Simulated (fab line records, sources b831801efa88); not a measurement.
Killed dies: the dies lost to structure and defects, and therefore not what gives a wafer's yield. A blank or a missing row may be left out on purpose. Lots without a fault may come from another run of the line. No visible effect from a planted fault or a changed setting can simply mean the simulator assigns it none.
fab line records -- flow sfq-line
[record] lots = 6, wafers = 17, last-day = 85
route steps=325 shown C5@247 M6@251
lots with no fault: from the same line, run without faults
start-h: hours from the record's opening day to when the first of the lot's shown wafers began -- wait-h: hours since the lot's step before -- " identical to the entry in the row above -- L1.1+2: several wafers, shown together as one row -- - no value, or no start was given -- * or withheld: withheld -- < > ~ a bound
route shown NAME@n: NAME is a module with steps in the file, n the number in the route of the first one -- usual: mean/standard deviation taken from wafers without a fault -- same: alike in all rows -- chamber/n: place in a boat -- sites: readings site by site -- _std_site: the standard deviation of these -- _edge_site: mean of outer sites minus mean of inner sites -- radius-mm: how far each site lies from the wafer's centre -- mask NAME#n: copy n -- behind: the most recent tool/chamber to have shaped the wafer -- hold: what put the lot on hold/how long, in hours/how the hold closed -- device: names the non-switching transistor (n, p or np) -- end of line: at the end of the route, the tests of the same wafers -- a step without rows: its recipe alone -- killed: not the wafer's yield, but the dies lost to structure and defects at the first sort -- map: per-die view of a wafer (x killed, . not killed, _ where there is no die)
set.NAME: setting as actually run; set.NAME@STEP: the setting as run at that earlier step -- model.NAME: the simulator's own value behind a step, which no gauge read
a table for each step, a row for each wafer; lots at some steps of the route
services: from which hour (start-h, from the record's first day; less than 0 if before it) a tool's chamber was out of use, for how many hours, and why
[[steps]]
[step SFQ_TRILAYER_C5_BARC_OPEN_VIA_ETCH_210]
[recipe] mask-material = PR, chemistry = O2, target-depth-nm = 125, target = BARC, source-w = 500, bias-w = 80, pressure-mtorr = 30, time-s = 41.7
[usual] drypump-motor-current-A = 5.9/0.5, oes-product-au = 0.685/0.0044
lot.wafer,tool,chamber,start-h,wait-h,drypump-motor-current-A,oes-product-au,rf-hours-counter-h
L126.1,rie-diel-03,2,1457.31,0.0,6.3,0.692,17
L126.3,rie-diel-03,1,1457.31,0.0,6.1,0.681,2
L126.6,rie-diel-03,1,1457.31,0.0,6.2,0.683,-
L133.2,rie-diel-02,3,1626.54,0.0,5.1,0.681,8
L133.4,rie-diel-02,2,1626.54,0.0,6.5,0.685,-
L137.2,rie-diel-02,1,1643.34,0.0,5.8,0.684,18
L137.5,rie-diel-02,1,1643.34,0.0,5.9,0.686,-
L137.6,rie-diel-02,2,1643.34,0.0,6.5,0.696,-
L140.1,rie-diel-01,0,1728.08,0.0,5.6,0.690,20
L140.4,rie-diel-01,3,1728.08,0.0,5.4,0.679,1
L140.5,rie-diel-01,3,1728.08,0.0,5.4,0.686,-
L142.3,rie-diel-03,3,1806.08,0.0,6.2,0.681,20
L142.4,rie-diel-03,2,1806.08,0.0,6.3,0.684,1
L142.6,rie-diel-03,2,1806.08,0.0,6.3,0.687,-
L146.1,rie-diel-02,1,1830.16,0.0,5.9,0.688,1
L146.3,rie-diel-02,2,1830.16,0.0,6.5,0.676,19
L146.4,rie-diel-02,3,1830.16,0.0,5.1,0.677,12
[step SFQ_TRILAYER_C5_ETCH_VIA_ETCH_154]
[recipe] target = SiO2, mask-material = PR, chemistry = CHF3, target-depth-nm = 84, source-w = 500, bias-w = 80, pressure-mtorr = 30, time-s = withheld, stop-on = Nb
[usual] drypump-motor-current-A = 5.9/0.5, oes-product-au = 0.893/0.0084
lot.wafer,tool,chamber,start-h,wait-h,drypump-motor-current-A,oes-product-au
L126.1,rie-diel-03,2,1457.35,0.0,6.4,0.887
L126.3,rie-diel-03,1,1457.35,0.0,6.2,0.881
L126.6,rie-diel-03,1,1457.35,0.0,6.2,0.881
L133.2,rie-diel-02,3,1626.58,0.0,5.1,0.896
L133.4,rie-diel-02,2,1626.58,0.0,6.5,0.892
L137.2,rie-diel-02,1,1643.38,0.0,5.8,0.894
L137.5,rie-diel-02,1,1643.38,0.0,5.9,0.879
L137.6,rie-diel-02,2,1643.38,0.0,6.5,0.904
L140.1,rie-diel-01,0,1728.12,0.0,5.6,0.895
L140.4,rie-diel-01,3,1728.12,0.0,5.4,0.891
L140.5,rie-diel-01,3,1728.12,0.0,5.4,0.907
L142.3,rie-diel-03,3,1806.12,0.0,6.2,0.867
L142.4,rie-diel-03,2,1806.12,0.0,6.3,0.893
L142.6,rie-diel-03,2,1806.12,0.0,6.3,0.898
L146.1,rie-diel-02,1,1830.20,0.0,5.8,0.879
L146.3,rie-diel-02,2,1830.20,0.0,6.5,0.895
L146.4,rie-diel-02,3,1830.20,0.0,5.1,0.894
[step SFQ_TRILAYER_C5_STRIP_STRIP_155]
[recipe] gas = O2, power-w = 200, platen-temp-c = 40, overash-fraction = 0.65, chemistry = O2, pressure-mtorr = 50
[usual] drypump-motor-current-A = 5.8/0.38, oes-product-au = 1.000/0.0074
[same] overash-fraction = 0.65
lot.wafer,tool,chamber,start-h,wait-h,drypump-motor-current-A,oes-product-au,rf-hours-counter-h
L126.1,rie-metal-04,1,1457.40,-,5.4,1.001,144
L126.3,rie-metal-04,0,1457.40,-,5.9,0.997,-
L126.6,rie-metal-04,1,1457.40,-,5.4,0.996,-
L133.2,rie-metal-02,0,1626.62,-,5.5,1.000,30
L133.4,rie-metal-02,0,1626.62,-,5.6,1.001,-
L137.2,rie-metal-02,0,1643.42,-,5.6,0.993,32
L137.5,rie-metal-02,1,1643.42,-,6.5,1.006,-
L137.6,rie-metal-02,0,1643.42,-,5.6,0.994,-
L140.1,rie-metal-03,1,1728.17,-,6.1,0.987,47
L140.4,rie-metal-03,1,1728.17,-,6.1,0.997,-
L140.5,rie-metal-03,1,1728.17,-,6.1,0.998,-
L142.3,rie-metal-02,0,1806.57,-,5.6,0.985,-
L142.4,rie-metal-02,0,1806.57,-,5.6,0.994,-
L142.6,rie-metal-02,0,1806.57,-,5.6,0.988,-
L146.1,rie-metal-03,0,1830.25,-,5.6,1.009,94
L146.3,rie-metal-03,1,1830.25,-,6.1,1.010,-
L146.4,rie-metal-03,0,1830.25,-,5.6,0.999,-
[step SFQ_TRILAYER_C5_STRIP_SOLV_CLEAN_156]
[recipe] chemistry = NMP, temp-c = 70, time-s = 600
[step SFQ_TRILAYER_M6_DEP_PRE_CLEAN_158]
[recipe] gas = Ar, time-s = 22.5, bias-v = 250
[step SFQ_TRILAYER_M6_DEP_SPUTTER_157]
[recipe] material = Nb, base-pressure-pa = 1.33e-06, chamber-pressure-pa = 0.1333, substrate-temp-c = 20, target-thk-nm = 200, power-w = 2000, time-s = 133.3
[usual] throttle-valve-pct = 29.9/0.81
lot.wafer,tool,chamber,start-h,wait-h,throttle-valve-pct
L126.1,pvd-sputter-05,-,1458.20,0.0,29.5
L126.3,pvd-sputter-05,-,1458.20,0.0,29.4
L126.6,pvd-sputter-05,-,1458.20,0.0,29.6
L133.2,pvd-sputter-03,-,1627.43,0.0,29.1
L133.4,pvd-sputter-03,-,1627.43,0.0,30.0
L137.2,pvd-sputter-05,-,1644.23,0.0,29.4
L137.5,pvd-sputter-05,-,1644.23,0.0,31.7
L137.6,pvd-sputter-05,-,1644.23,0.0,29.5
L140.1,pvd-sputter-04,-,1729.14,0.0,30.1
L140.4,pvd-sputter-04,-,1729.14,0.0,29.5
L140.5,pvd-sputter-04,-,1729.14,0.0,28.9
L142.3,pvd-sputter-03,-,1807.59,0.0,31.2
L142.4,pvd-sputter-03,-,1807.59,0.0,29.0
L142.6,pvd-sputter-03,-,1807.59,0.0,28.8
L146.1,pvd-sputter-03,-,1831.06,0.0,29.8
L146.3,pvd-sputter-03,-,1831.06,0.0,31.2
L146.4,pvd-sputter-03,-,1831.06,0.0,28.9
[step SFQ_M6_RS_MEAS_938]
[recipe] thk-meas-gauge = four-point-probe, reads = Nb_of_TRILAYER_M6_DEP_SPUTTER_157
[usual] M6_NB_RS = 0.894/0.0089
lot.wafer,tool,chamber,start-h,wait-h,M6_NB_RS[ohm/sq]
L126.1,film-metro-02,-,1458.29,0.0,0.902
L126.3,film-metro-02,-,1458.29,0.0,0.894
L126.6,film-metro-02,-,1458.29,0.0,0.887
L133.2,film-metro-03,-,1627.54,0.1,0.902
L133.4,film-metro-03,-,1627.54,0.1,0.897
L137.2,film-metro-03,-,1644.34,0.1,0.902
L137.5,film-metro-03,-,1644.34,0.1,0.884
L137.6,film-metro-03,-,1644.34,0.1,0.897
L140.1,film-metro-01,-,1729.24,0.0,0.876
L140.4,film-metro-01,-,1729.24,0.0,0.881
L140.5,film-metro-01,-,1729.24,0.0,0.894
L142.3,film-metro-01,-,1807.72,0.1,0.892
L142.4,film-metro-01,-,1807.72,0.1,0.897
L142.6,film-metro-01,-,1807.72,0.1,0.894
L146.1,film-metro-02,-,1831.15,0.0,0.880
L146.3,film-metro-02,-,1831.15,0.0,0.886
L146.4,film-metro-02,-,1831.15,0.0,0.895
[step SFQ_TRILAYER_M6_LITHO_COAT_164]
[recipe] resist = BARC, spin-rpm = 3000, resist-thk-nm = 62
[step SFQ_TRILAYER_M6_LITHO_COAT_159]
[recipe] resist = KrF, spin-rpm = 3000, resist-thk-nm = 600
[step SFQ_TRILAYER_M6_LITHO_SOFTBAKE_163]
[recipe] temp-c = withheld, time-s = withheld, resist = KrF
[step SFQ_TRILAYER_M6_LITHO_EXPOSE_160]
[recipe] mask-id = M6, na = 0.6, source-shape = conventional, sigma-outer = 0.65, target-cd-nm = 500, dose-mj = 14.4
[step SFQ_TRILAYER_M6_LITHO_PEB_162]
[recipe] peb-temp-c = 115, peb-time-s = 60, resist = KrF
[usual] heater-power-total-W = 79.15/0.067, plate-temp-C = 115.05/0.14
lot.wafer,tool,chamber,start-h,wait-h,heater-power-total-W,plate-temp-C
L126.1,litho-track-04,0,1471.08,1.0,79.23,114.87
L126.3,litho-track-04,0,1471.08,1.0,79.04,114.88
L126.6,litho-track-04,0,1471.08,1.0,79.16,114.99
L133.2,litho-track-01,0,1731.10,0.8,80.89,117.23
L133.4,litho-track-01,0,1731.10,0.8,80.99,117.04
L137.2,litho-track-01,0,1735.90,0.8,80.95,117.15
L137.5,litho-track-01,0,1735.90,0.8,80.86,117.19
L137.6,litho-track-01,0,1735.90,0.8,80.84,117.14
L140.1,litho-track-03,0,1775.54,1.0,79.17,114.89
L140.4,litho-track-03,0,1775.54,1.0,79.01,114.81
L140.5,litho-track-03,0,1775.54,1.0,79.22,114.77
L142.3,litho-track-04,0,1852.15,0.7,79.21,115.07
L142.4,litho-track-04,0,1852.15,0.7,79.12,115.11
L142.6,litho-track-04,0,1852.15,0.7,79.12,114.99
L146.1,litho-track-01,0,1873.92,1.0,79.17,115.01
L146.3,litho-track-01,0,1873.92,1.0,79.09,114.93
L146.4,litho-track-01,0,1873.92,1.0,79.11,115.10
[step SFQ_TRILAYER_M6_LITHO_DEVELOP_161]
[recipe] time-s = 60, resist = KrF
[step SFQ_M6_OVL_MEAS_940]
[usual] M6_OVL = -3/6.1
lot.wafer,tool,chamber,start-h,wait-h,M6_OVL[nm]
L126.1,overlay-01,-,1471.38,0.1,-2
L126.3,overlay-01,-,1471.38,0.1,6
L126.6,overlay-01,-,1471.38,0.1,6
L133.2,overlay-02,-,1731.38,0.1,0
L133.4,overlay-02,-,1731.38,0.1,2
L137.2,overlay-02,-,1736.18,0.1,2
L137.5,overlay-02,-,1736.18,0.1,6
L137.6,overlay-02,-,1736.18,0.1,-4
L140.1,overlay-02,-,1775.84,0.1,-7
L140.4,overlay-02,-,1775.84,0.1,-12
L140.5,overlay-02,-,1775.84,0.1,-8
L142.3,overlay-01,-,1852.41,0.1,-11
L142.4,overlay-01,-,1852.41,0.1,-4
L142.6,overlay-01,-,1852.41,0.1,-9
L146.1,overlay-02,-,1874.22,0.1,-1
L146.3,overlay-02,-,1874.22,0.1,-3
L146.4,overlay-02,-,1874.22,0.1,-13
[step SFQ_TRILAYER_M6_BARC_OPEN_METAL_ETCH_206]
[recipe] mask-material = PR, chemistry = O2, target-depth-nm = 125, target = BARC, icp-w = 600, bias-w = 80, pressure-mtorr = 10, time-s = 41.7
[usual] drypump-motor-current-A = 5.76/0.26, oes-product-au = 0.685/0.0045
lot.wafer,tool,chamber,start-h,wait-h,drypump-motor-current-A,oes-product-au,rf-hours-counter-h,model.M6.cd-nm
L126.1,rie-metal-01,1,1471.41,0.0,5.97,0.682,99,501.2
L126.3,rie-metal-01,1,1471.41,0.0,5.97,0.689,-,498.8
L126.6,rie-metal-01,1,1471.41,0.0,5.96,0.683,-,499.8
L133.2,rie-metal-04,0,1731.41,0.0,5.86,0.682,66,471.5
L133.4,rie-metal-04,1,1731.41,0.0,5.33,0.678,-,469.2
L137.2,rie-metal-03,0,1736.21,0.0,5.58,0.683,82,465.8
L137.5,rie-metal-03,1,1736.21,0.0,6.12,0.690,-,465.5
L137.6,rie-metal-03,0,1736.21,0.0,5.58,0.683,-,468.1
L140.1,rie-metal-01,1,1775.88,0.0,5.93,0.681,140,503.3
L140.4,rie-metal-01,0,1775.88,0.0,5.66,0.682,-,504.6
L140.5,rie-metal-01,1,1775.88,0.0,5.96,0.695,-,504.4
L142.3,rie-metal-03,1,1852.46,0.0,6.10,0.684,-,498.8
L142.4,rie-metal-03,0,1852.46,0.0,5.56,0.687,-,499.5
L142.6,rie-metal-03,1,1852.46,0.0,6.10,0.681,-,498.5
L146.1,rie-metal-03,1,1874.36,0.1,6.07,0.681,78,500.7
L146.3,rie-metal-03,1,1874.36,0.1,6.10,0.697,-,498.8
L146.4,rie-metal-03,0,1874.36,0.1,5.58,0.689,-,498
[step SFQ_TRILAYER_M6_ETCH_METAL_ETCH_162]
[recipe] target = Nb, stop-on = SiO2, mask-material = PR, chemistry = Cl2/Ar, target-depth-nm = 240, icp-w = 600, bias-w = 80, pressure-mtorr = 10, time-s = 120
[usual] drypump-motor-current-A = 5.76/0.26, oes-product-au = 0.892/0.0062
lot.wafer,tool,chamber,start-h,wait-h,drypump-motor-current-A,oes-product-au,rf-hours-counter-h,model.M6.cd-nm
L126.1,rie-metal-01,1,1471.47,0.0,5.98,0.895,99,499.4
L126.3,rie-metal-01,1,1471.47,0.0,5.96,0.894,-,496.9
L126.6,rie-metal-01,1,1471.47,0.0,5.97,0.897,-,498.8
L133.2,rie-metal-04,0,1731.47,0.0,5.86,0.890,67,473.2
L133.4,rie-metal-04,1,1731.47,0.0,5.34,0.895,-,469.7
L137.2,rie-metal-03,0,1736.27,0.0,5.58,0.882,82,466.4
L137.5,rie-metal-03,1,1736.27,0.0,6.15,0.895,-,463.1
L137.6,rie-metal-03,0,1736.27,0.0,5.56,0.889,-,469.6
L140.1,rie-metal-01,1,1775.94,0.0,5.97,0.902,140,501.6
L140.4,rie-metal-01,0,1775.94,0.0,5.66,0.892,-,505.6
L140.5,rie-metal-01,1,1775.94,0.0,5.98,0.887,-,503
L142.3,rie-metal-03,1,1852.57,0.1,6.10,0.895,-,496.5
L142.4,rie-metal-03,0,1852.57,0.1,5.60,0.884,-,501.4
L142.6,rie-metal-03,1,1852.57,0.1,6.04,0.894,-,496.4
L146.1,rie-metal-03,1,1874.42,0.0,6.12,0.902,78,497.1
L146.3,rie-metal-03,1,1874.42,0.0,6.11,0.893,-,495.7
L146.4,rie-metal-03,0,1874.42,0.0,5.54,0.882,-,498.7
[step SFQ_TRILAYER_M6_STRIP_STRIP_163]
[recipe] gas = O2, power-w = 200, platen-temp-c = 40, overash-fraction = 0.65, chemistry = O2, pressure-mtorr = 50
[usual] drypump-motor-current-A = 5.77/0.26, oes-product-au = 1.000/0.0091
[same] overash-fraction = 0.65
lot.wafer,tool,chamber,start-h,wait-h,drypump-motor-current-A,oes-product-au,rf-hours-counter-h
L126.1,rie-metal-01,1,1471.60,0.1,5.95,1.009,99
L126.3,rie-metal-01,1,1471.60,0.1,5.97,1.000,-
L126.6,rie-metal-01,1,1471.60,0.1,5.95,1.007,-
L133.2,rie-metal-04,0,1731.59,0.1,5.87,0.991,67
L133.4,rie-metal-04,1,1731.59,0.1,5.36,1.013,-
L137.2,rie-metal-03,0,1736.39,0.1,5.57,1.012,82
L137.5,rie-metal-03,1,1736.39,0.1,6.11,1.004,-
L137.6,rie-metal-03,0,1736.39,0.1,5.56,1.022,-
L140.1,rie-metal-01,1,1776.06,0.1,5.95,0.988,140
L140.4,rie-metal-01,0,1776.06,0.1,5.68,0.978,-
L140.5,rie-metal-01,1,1776.06,0.1,5.94,1.010,-
L142.3,rie-metal-03,1,1852.94,0.3,6.13,0.997,-
L142.4,rie-metal-03,0,1852.94,0.3,5.59,1.005,-
L142.6,rie-metal-03,1,1852.94,0.3,6.09,0.997,-
L146.1,rie-metal-03,1,1874.54,0.1,6.09,0.993,78
L146.3,rie-metal-03,1,1874.54,0.1,6.09,1.005,-
L146.4,rie-metal-03,0,1874.54,0.1,5.55,1.000,-
[[services]]
tool,chamber,start-h,hours,kind
rie-diel-02,-,1438.53,2.8,pm
pvd-sputter-03,-,1466.20,2.0,repair
rie-diel-03,1,1483.99,3.0,repair
rie-metal-02,-,1485.90,0.4,repair
rie-metal-03,-,1529.49,0.8,repair
rie-metal-01,-,1567.88,1.4,pm
rie-diel-03,2,1596.33,7.3,repair
rie-diel-02,1,1615.87,15.0,repair
rie-metal-03,-,1631.47,14.8,repair
rie-metal-04,-,1647.82,4.0,repair
rie-metal-03,1,1650.66,26.4,repair
rie-metal-01,-,1659.72,14.6,pm
rie-metal-03,-,1691.30,1.4,pm
rie-diel-02,2,1723.97,6.9,repair
rie-diel-03,0,1741.24,4.2,repair
rie-metal-03,0,1753.58,29.8,repair
rie-diel-02,1,1755.67,3.1,repair
rie-diel-03,3,1757.66,2.4,repair
rie-metal-04,1,1797.76,4.8,repair
rie-metal-04,-,1805.61,14.6,pm
rie-diel-02,0,1821.23,2.5,repair
rie-diel-02,1,1835.24,8.1,repair
rie-metal-04,1,1835.92,10.3,repair
rie-diel-02,2,1847.67,1.9,repair
[[key]]
[first-sign] step = SFQ_TRILAYER_M6_LITHO_PEB_162, reading = heater-power-total-W, direction = up, sigmas = 26, usual = 79.15, struck = 80.91
[effect] step = SFQ_TRILAYER_M6_LITHO_PEB_162, reading = plate-temp-C, direction = up, sigmas = 15, usual = *, struck = *
[model-effect] step = SFQ_TRILAYER_M6_BARC_OPEN_METAL_ETCH_206, value = M6.cd-nm, without = 500.7, struck = 468
[model-effect] step = SFQ_TRILAYER_M6_ETCH_METAL_ETCH_162, value = M6.cd-nm, without = 501.1, struck = 468.4
met-at SFQ_TRILAYER_M6_LITHO_PEB_162
struck-wafers L133.2,L133.4,L137.2,L137.5,L137.6
[fault] kind = process-parameter-drift, tool = litho-track-01, chamber = -, onset-h = 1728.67, steps = SFQ_TRILAYER_M6_LITHO_PEB_162, channel = peb-temp-c, offset = *, shape = step, end-h = 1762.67, acts-in = *, stated = *
